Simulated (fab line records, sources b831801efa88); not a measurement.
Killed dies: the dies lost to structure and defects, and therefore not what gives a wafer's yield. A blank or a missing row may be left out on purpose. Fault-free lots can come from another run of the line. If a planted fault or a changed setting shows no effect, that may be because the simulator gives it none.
Lot-split experiment | flow sfq line | 5 lots, 27 wafers read, on a route of 325 steps

== SPLIT DETAILS ==
At SFQ_TRILAYER_M1_BARC_OPEN_METAL_ETCH_054 (etches BARC in O2, target depth 125 nm, time 41.7 s), the setting time s was moved away from the recipe's 41.7 s on 12 of the 27 wafers read, by -40.3% to +59.5%. The other wafers ran this setting at the recipe's value.

Reading taken at the split's own step.

== THE READING ==
KrF_of_TRILAYER_M1_LITHO_COAT_039.thk nm (the simulator's own value, which no gauge read), in nm, at SFQ_TRILAYER_M1_BARC_OPEN_METAL_ETCH_054 (etches BARC in O2, target depth 125 nm, time 41.7 s). The file gives no usual value for it. Here, 15 wafers ran the recipe; their average is 524.2 nm with a standard deviation of 1.6 nm.

wafer  | tool, chamber at the split | time s as run, s | against the recipe | KrF_of_TRILAYER_M1_LITHO_COAT_039.thk nm, nm | against lot-mates on the recipe
L074.1 | rie metal-04, 1            | 41.7             | recipe             | 522.6                                        | -
L074.2 | rie metal-04, 0            | 25.03            | -40.0%             | 544.4                                        | +21.3
L074.3 | rie metal-04, 1            | 41.7             | recipe             | 523.6                                        | -
L074.4 | rie metal-04, 0            | 25.03            | -40.0%             | 542.3                                        | +19.2
L074.5 | rie metal-04, 0            | 41.7             | recipe             | 523.1                                        | -
L074.6 | rie metal-04, 1            | 25.03            | -40.0%             | 544.1                                        | +21.0
L080.1 | rie metal-04, 0            | 41.7             | recipe             | 524                                          | -
L080.2 | rie metal-04, 1            | 41.7             | recipe             | 523.6                                        | -
L080.5 | rie metal-04, 1            | 41.7             | recipe             | 521.5                                        | -
L081.1 | rie metal-01, 1            | 25.27            | -39.4%             | 547                                          | +20.9
L081.2 | rie metal-01, 0            | 41.7             | recipe             | 524.9                                        | -
L081.3 | rie metal-01, 1            | 41.7             | recipe             | 526.8                                        | -
L081.4 | rie metal-01, 0            | 25.27            | -39.4%             | 545.4                                        | +19.3
L081.5 | rie metal-01, 1            | 41.7             | recipe             | 526.7                                        | -
L081.6 | rie metal-01, 0            | 25.27            | -39.4%             | 545.1                                        | +19.0
L083.1 | rie metal-03, 1            | 41.7             | recipe             | 526.3                                        | -
L083.2 | rie metal-03, 0            | 24.89            | -40.3%             | 545.8                                        | +20.1
L083.3 | rie metal-03, 0            | 41.7             | recipe             | 525.9                                        | -
L083.4 | rie metal-03, 1            | 24.89            | -40.3%             | 545.4                                        | +19.7
L083.5 | rie metal-03, 0            | 41.7             | recipe             | 524.8                                        | -
L083.6 | rie metal-03, 1            | 24.89            | -40.3%             | 546.4                                        | +20.7
L084.1 | rie metal-04, 0            | 41.7             | recipe             | 523.2                                        | -
L084.2 | rie metal-04, 1            | 66.53            | +59.5%             | 492                                          | -31.2
L084.3 | rie metal-04, 1            | 41.7             | recipe             | 524.2                                        | -
L084.4 | rie metal-04, 0            | 66.53            | +59.5%             | 488.9                                        | -34.3
L084.5 | rie metal-04, 0            | 41.7             | recipe             | 522.3                                        | -
L084.6 | rie metal-04, 1            | 66.53            | +59.5%             | 492.1                                        | -31.1

THE FIT
A straight line over all 27 wafers: KrF_of_TRILAYER_M1_LITHO_COAT_039.thk nm changes by -0.54 nm for each +1% of time s; r = -1.00; the points scatter about the line by 1.6 nm.
The same after taking each lot's own level away (the mean of its wafers on the recipe; 27 wafers): -0.523 nm for each +1%; r = -1.00; scatter 1 nm.
The reading moves by 31 nm for the largest change in time s, on that fit.
The lots' own levels span 523.03 to 526.13 nm, that is 2.0 times the standard deviation above.
Hence the lot-to-lot level has little effect on the slope; both slopes agree.
Check: for one of the wafers moved furthest among these (+59.5%), held out of the fit, the line's prediction against its lot-mates is -31.6 nm. Against them it came out at -31.2 nm.
Tool readings at the split's step, against how far the setting was moved: oes product au r = -0.87.

== FURTHER SPLITS ON THESE WAFERS ==
Note: prior to the reading, these wafers also went through further splits. Each is held against what the fit with the lots' levels taken away leaves over:
other split on the same wafers         | wafers away from the commonest value | r with KrF_of_TRILAYER_M1_LITHO_COAT_039.thk nm (lot level and that fit taken away)
SFQ_TRILAYER_L0_DEP_SPUTTER_003 time s | 12                                   | +0.04
SFQ_TRILAYER_M0_DEP_SPUTTER_019 time s | 12                                   | -0.08

== THE WHOLE CHAIN: every reading that the file lists as answering this split, in the file's order ==
step                                     | what it does                                        | reading                                                                                   | change (the file's fit)                                                              | r (the file's)
SFQ_TRILAYER_M1_BARC_OPEN_METAL_ETCH_054 | etches BARC in O2, target depth 125 nm, time 41.7 s | oes product au                                                                            | not straight: 0.890 at the lowest setting, 0.686 at the recipe, 0.639 at the highest | not given
SFQ_TRILAYER_M1_BARC_OPEN_METAL_ETCH_054 | etches BARC in O2, target depth 125 nm, time 41.7 s | KrF_of_TRILAYER_M1_LITHO_COAT_039.thk nm (the simulator's own value, which no gauge read) | -0.521 nm for each +1% of the setting                                                | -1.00

== THE FILE'S OWN FIT ==
KrF_of_TRILAYER_M1_LITHO_COAT_039.thk nm changes by -0.521 nm for each +1% of time s, r = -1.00.
